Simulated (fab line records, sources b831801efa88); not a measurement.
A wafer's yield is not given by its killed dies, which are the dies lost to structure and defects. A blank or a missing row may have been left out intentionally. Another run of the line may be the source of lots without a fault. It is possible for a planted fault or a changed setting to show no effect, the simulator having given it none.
fab line records ; flow sky130
record: lots: 6; wafers: 18; last-day: 50
route steps=708 shown GATE_OXIDE@197 POLY_GATE@204 RES_PROTECT@206 PAD_OPEN@708
lots that met no fault: from a run of the same line without faults
start-h: hours from the record's first day to the start of the lot's first wafer shown ; wait-h: hours from the lot's prior step to this one ; " identical to the entry in the row above ; L1.1+2: several wafers, shown together as one row ; - either no value or no given start ; * or withheld: withheld ; < > ~ a bound
route shown NAME@n: names a module that has steps shown in the file, with the first one's number in the route ; usual: mean and standard deviation over wafers with no fault ; same: alike in all rows ; chamber/n: place in a boat ; sites: per-site readings ; _std_site: the values' standard deviation ; _edge_site: outer sites' mean less inner sites' ; radius-mm: how far each site lies from the wafer's centre ; mask NAME#n: copy n ; behind: tool/chamber where the wafer was last shaped ; hold: the reason the lot was held/the length of the hold in hours/how it ended ; device: names the non-switching transistor (n, p or np) ; end of line: the same wafers' tests at the end of the route ; for a step that has no rows: nothing shown but its recipe ; killed: count of dies lost to structure and defects at first sort (not the wafer's yield) ; map: a wafer's dies, x killed, . not, _ none there
set.NAME: the setting as run; set.NAME@STEP: as run at that earlier step ; model.NAME: the simulator's own value behind a step, which no gauge read
a table for each step, a row for each wafer; lots at some steps of the route
services: a tool's chamber out of use, with start hour (start-h, from the record's first day; less than 0 if before it), hours out, and reason
== steps ==
step: SKY_GATE_OXIDE_OVL_MEAS_10
usual: GATE_OXIDE_OVL: 0.0/1.6
lot.wafer;tool;chamber;start-h;wait-h;GATE_OXIDE_OVL[nm]
L289.2;overlay-02;-;293.89;0.1;1.8
L289.3;overlay-02;-;293.89;0.1;0.9
L289.5;overlay-02;-;293.89;0.1;2.5
L300.2;overlay-02;-;395.38;0.1;2.6
L300.5;overlay-02;-;395.38;0.1;2.3
L300.6;overlay-02;-;395.38;0.1;3.8
L302.1;overlay-02;-;416.21;0.1;-0.9
L302.3;overlay-02;-;416.21;0.1;0.9
L302.4;overlay-02;-;416.21;0.1;-0.4
L306.3;overlay-02;-;461.90;0.1;0.5
L306.5;overlay-02;-;461.90;0.1;2.7
L306.6;overlay-02;-;461.90;0.1;1.2
L312.1;overlay-01;-;507.03;0.1;1.3
L312.4;overlay-01;-;507.03;0.1;1.7
L312.5;overlay-01;-;507.03;0.1;1.1
L311.4;overlay-01;-;509.28;0.1;-0.1
L311.5;overlay-01;-;509.28;0.1;1.1
L311.6;overlay-01;-;509.28;0.1;-0.5
step: SKY_GATE_OXIDE_IMPLANT_11
recipe: species: B; energy-kev: 10; dose-cm2: 2.6e+12; tilt-deg: withheld
step: SKY_GATE_OXIDE_WET_ETCH_12
recipe: chemistry: dHF; target-depth-nm: 16.8; dry: n2-spin; target: SiO2; dilution: 100:1; temp-c: 25; time-s: 336
step: SKY_GATE_OXIDE_STRIP_13
recipe: chemistry: O2/N2; power-w: 1400; pressure-mtorr: 1500; platen-temp-c: withheld; o2-flow-sccm: 3000; n2-flow-sccm: 300; overash-fraction: 0.5
usual: drypump-motor-current-A: 5.4/0.46; oes-product-au: 0.716/0.0045; strip-time-to-endpoint-s: 14.19/0.035
lot.wafer;tool;chamber;start-h;wait-h;drypump-motor-current-A;oes-product-au;rf-hours-counter-h;strip-time-to-endpoint-s
L289.2;plasma-asher-04;0;294.18;0.0;6.1;0.718;61;14.19
L289.3;plasma-asher-04;1;294.18;0.0;6.0;0.709;-;14.19
L289.5;plasma-asher-04;0;294.18;0.0;6.1;0.715;-;14.18
L300.2;plasma-asher-02;0;395.66;0.0;5.0;0.715;28;14.17
L300.5;plasma-asher-02;1;395.66;0.0;5.6;0.716;-;14.18
L300.6;plasma-asher-02;0;395.66;0.0;4.9;0.717;-;14.18
L302.1;plasma-asher-01;0;416.51;0.0;4.8;0.712;74;14.22
L302.3;plasma-asher-01;0;416.51;0.0;4.8;0.713;-;14.17
L302.4;plasma-asher-01;1;416.51;0.0;5.3;0.716;-;14.20
L306.3;plasma-asher-04;0;462.21;0.0;6.1;0.720;-;14.18
L306.5;plasma-asher-04;1;462.21;0.0;6.0;0.715;-;14.20
L306.6;plasma-asher-04;0;462.21;0.0;6.1;0.717;-;14.16
L312.1;plasma-asher-02;1;507.32;0.0;5.6;0.720;40;14.16
L312.4;plasma-asher-02;1;507.32;0.0;5.6;0.715;-;14.16
L312.5;plasma-asher-02;1;507.32;0.0;5.6;0.722;-;14.17
L311.4;plasma-asher-02;0;509.58;0.0;4.9;0.721;-;14.19
L311.5;plasma-asher-02;0;509.58;0.0;5.0;0.724;-;14.17
L311.6;plasma-asher-02;1;509.58;0.0;5.6;0.719;-;14.20
step: SKY_GATE_OXIDE_TW_MEAS_14
usual: GATE_OXIDE_TW: 225.4/1.1
lot.wafer;tool;chamber;start-h;wait-h;GATE_OXIDE_TW
L289.2;film-metro-02;-;294.29;0.1;225.3
L289.3;film-metro-02;-;294.29;0.1;224.6
L289.5;film-metro-02;-;294.29;0.1;224.9
L300.2;film-metro-02;-;395.77;0.1;224.7
L300.5;film-metro-02;-;395.77;0.1;226.3
L300.6;film-metro-02;-;395.77;0.1;224.7
L302.1;film-metro-01;-;416.61;0.1;225.8
L302.3;film-metro-01;-;416.61;0.1;225.5
L302.4;film-metro-01;-;416.61;0.1;227.0
L306.3;film-metro-02;-;462.30;0.1;225.7
L306.5;film-metro-02;-;462.30;0.1;224.2
L306.6;film-metro-02;-;462.30;0.1;225.0
L312.1;film-metro-04;-;507.42;0.1;223.5
L312.4;film-metro-04;-;507.42;0.1;224.4
L312.5;film-metro-04;-;507.42;0.1;223.6
L311.4;film-metro-02;-;509.68;0.1;225.9
L311.5;film-metro-02;-;509.68;0.1;224.5
L311.6;film-metro-02;-;509.68;0.1;225.7
step: SKY_GATE_OXIDE_CLEAN_15
recipe: chemistry: SC1/SC2; mix: 1:4:20; temp-c: 70; time-s: 150; dry: n2-spin
step: SKY_GATE_OXIDE_OXIDATION_16
recipe: temp-c: 800; ambient: O2; idle-temp-c: 700; ramp-up-c-per-min: 10; ramp-down-c-per-min: 3; stabilise-s: 600; purge-s: 300; target-thk-a: 35.7; ox-time-s: 1915
step: SKY_POLY_GATE_CVD_00
recipe: material: poly-Si; target-thk-nm: 180; temp-c: 620; time-s: 720; pressure-mtorr: 200
step: SKY_POLY_GATE_THK_MEAS_01
recipe: reads: poly-Si_of_POLY_GATE_CVD_00
usual: POLY_GATE_CVD_00_THK: 179.9/1.6
lot.wafer;tool;chamber;start-h;wait-h;POLY_GATE_CVD_00_THK[nm]
L289.2;film-metro-03;-;298.42;0.1;183.7
L289.3;film-metro-03;-;298.42;0.1;182.3
L289.5;film-metro-03;-;298.42;0.1;181.3
L300.2;film-metro-03;-;398.61;0.0;180.2
L300.5;film-metro-03;-;398.61;0.0;180.3
L300.6;film-metro-03;-;398.61;0.0;180.4
L302.1;film-metro-02;-;419.45;0.0;176.4
L302.3;film-metro-02;-;419.45;0.0;176.8
L302.4;film-metro-02;-;419.45;0.0;177.6
L306.3;film-metro-02;-;465.68;0.0;180.3
L306.5;film-metro-02;-;465.68;0.0;178.3
L306.6;film-metro-02;-;465.68;0.0;179.7
L312.1;film-metro-03;-;510.26;0.0;178.6
L312.4;film-metro-03;-;510.26;0.0;176.8
L312.5;film-metro-03;-;510.26;0.0;175.6
L311.4;film-metro-02;-;512.52;0.0;177.6
L311.5;film-metro-02;-;512.52;0.0;179.6
L311.6;film-metro-02;-;512.52;0.0;177.7
step: SKY_RES_PROTECT_DEHYDRATE_00
recipe: temp-c: 200; time-s: 60
step: SKY_RES_PROTECT_HMDS_01
recipe: prime-time-s: 60; prime-temp-c: 120
step: SKY_RES_PROTECT_COAT_02
recipe: resist: NOVOLAK; spin-rpm: 3000; resist-thk-nm: 1140
step: SKY_RES_PROTECT_SOFTBAKE_03
recipe: temp-c: 90; time-s: 60; resist: NOVOLAK
usual: chill-plate-temp-C: 23.00/0.12; heater-power-total-W: 56.60/0.049; run-length-s: 89.27/0.22
lot.wafer;tool;chamber;start-h;wait-h;chill-plate-temp-C;heater-power-total-W;run-length-s
L289.2;litho-track-02;0;311.06;0.1;22.91;56.60;89.01
L289.3;litho-track-02;0;311.06;0.1;23.08;56.64;89.21
L289.5;litho-track-02;0;311.06;0.1;23.05;56.61;89.12
L300.2;litho-track-04;0;413.14;0.1;23.09;60.69;77.84
L300.5;litho-track-04;0;413.14;0.1;23.06;60.65;77.87
L300.6;litho-track-04;0;413.14;0.1;22.93;60.60;77.77
L302.1;litho-track-04;0;434.31;0.1;23.12;60.64;77.80
L302.3;litho-track-04;0;434.31;0.1;23.03;60.67;77.81
L302.4;litho-track-04;0;434.31;0.1;22.97;60.56;77.63
L306.3;litho-track-02;0;479.99;0.1;22.98;56.56;89.06
L306.5;litho-track-02;0;479.99;0.1;22.85;56.62;88.98
L306.6;litho-track-02;0;479.99;0.1;22.95;56.66;88.96
L312.1;litho-track-03;0;525.03;0.1;23.07;56.60;89.44
L312.4;litho-track-03;0;525.03;0.1;23.08;56.62;89.67
L312.5;litho-track-03;0;525.03;0.1;23.09;56.64;89.52
L311.4;litho-track-04;0;527.89;0.1;22.84;56.64;89.58
L311.5;litho-track-04;0;527.89;0.1;22.85;56.57;89.55
L311.6;litho-track-04;0;527.89;0.1;23.11;56.54;89.50
step: SKY_RES_PROTECT_EXPOSE_04
recipe: mask-id: RPM; na: 0.6; source-shape: conventional; sigma-outer: 0.6; polarization: unpolarized; target-cd-nm: 1270; dose-mj: 131
step: SKY_PAD_OPEN_PROBE_99
usual: killed_at_M0_to_M3: 44/7; killed_at_M4_up: 3.0/1.9; killed-at-contacts: 24/5.4; killed-at-front-end: 15/4.6; killed-at-other: 0.3/0.5; killed-dies: 87/10; killed-open: 47/7; killed-short: 40/6.2
same: gross-dies: 492; killed-at-back-side: 0
lot.wafer;tool;chamber;start-h;wait-h;killed_at_M0_to_M3;killed_at_M4_up;killed-at-contacts;killed-at-front-end;killed-at-other;killed-dies;killed-open;killed-short
L311.4;prober-02;-;1201.68;0.2;42;3;23;11;0;79;49;30
L311.5;prober-02;-;1201.73;0.2;44;2;28;15;1;90;41;49
L311.6;prober-02;-;1201.78;0.2;35;2;20;11;1;69;36;33
killed by level:class
L311.4 VIA1:geometric-particle:open=11 LOCAL_INTERCONNECT:geometric-particle:short=7 VIA3:geometric-particle:open=7 VIA2:geometric-particle:open=6 CONTACT:geometric-particle:open=6 METAL2:geometric-particle:short=6 LI_CONTACT:geometric-particle:open=5 FIELD_ISO:geometric-particle:short=3
L311.5 VIA1:geometric-particle:open=11 CONTACT:geometric-particle:short=9 CONTACT:geometric-particle:open=7 VIA2:geometric-particle:open=6 METAL2:geometric-particle:short=6 LOCAL_INTERCONNECT:geometric-particle:short=5 VIA1:geometric-particle:short=5 FIELD_ISO:geometric-particle:short=4
L311.6 CONTACT:geometric-particle:open=9 VIA1:geometric-particle:open=7 VIA2:geometric-particle:open=7 METAL1:geometric-particle:short=5 VIA3:geometric-particle:short=5 LI_CONTACT:geometric-particle:open=4 LOCAL_INTERCONNECT:geometric-particle:short=4 VIA2:geometric-particle:short=4
== services ==
tool;chamber;start-h;hours;kind
plasma-asher-04;-;336.06;1.0;repair
plasma-asher-01;-;421.32;9.0;pm
plasma-asher-01;0;421.32;9.0;vent-cycle
plasma-asher-01;1;421.32;9.0;vent-cycle
plasma-asher-01;0;430.32;-;clean
plasma-asher-01;1;430.32;-;clean
plasma-asher-01;-;496.56;2.8;pm
plasma-asher-01;-;505.16;2.3;repair
== key ==
first-sign: step: SKY_RES_PROTECT_SOFTBAKE_03; reading: heater-power-total-W; direction: up; sigmas: 82; usual: *; struck: *
effect: step: SKY_RES_PROTECT_SOFTBAKE_03; reading: run-length-s; direction: down; sigmas: 53; usual: *; struck: *
met-at SKY_RES_PROTECT_SOFTBAKE_03
struck-wafers L300.2,L300.5,L300.6,L302.1,L302.3,L302.4
tester-left-out L300,L302
fault: kind: process-parameter-drift; tool: litho-track-04; chamber: -; onset-h: 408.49; steps: SKY_RES_PROTECT_SOFTBAKE_03; channel: time-s; offset: *; shape: step; end-h: 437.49; acts-in: *; stated: *
tester-left-out: of these lots the tester's yield and bins aren't shown, on N5 and GAA mostly nor the transistor test; their killed dies are dies lost to structure and defects alone, not to doping, threshold or leakage, so they don't give the yield
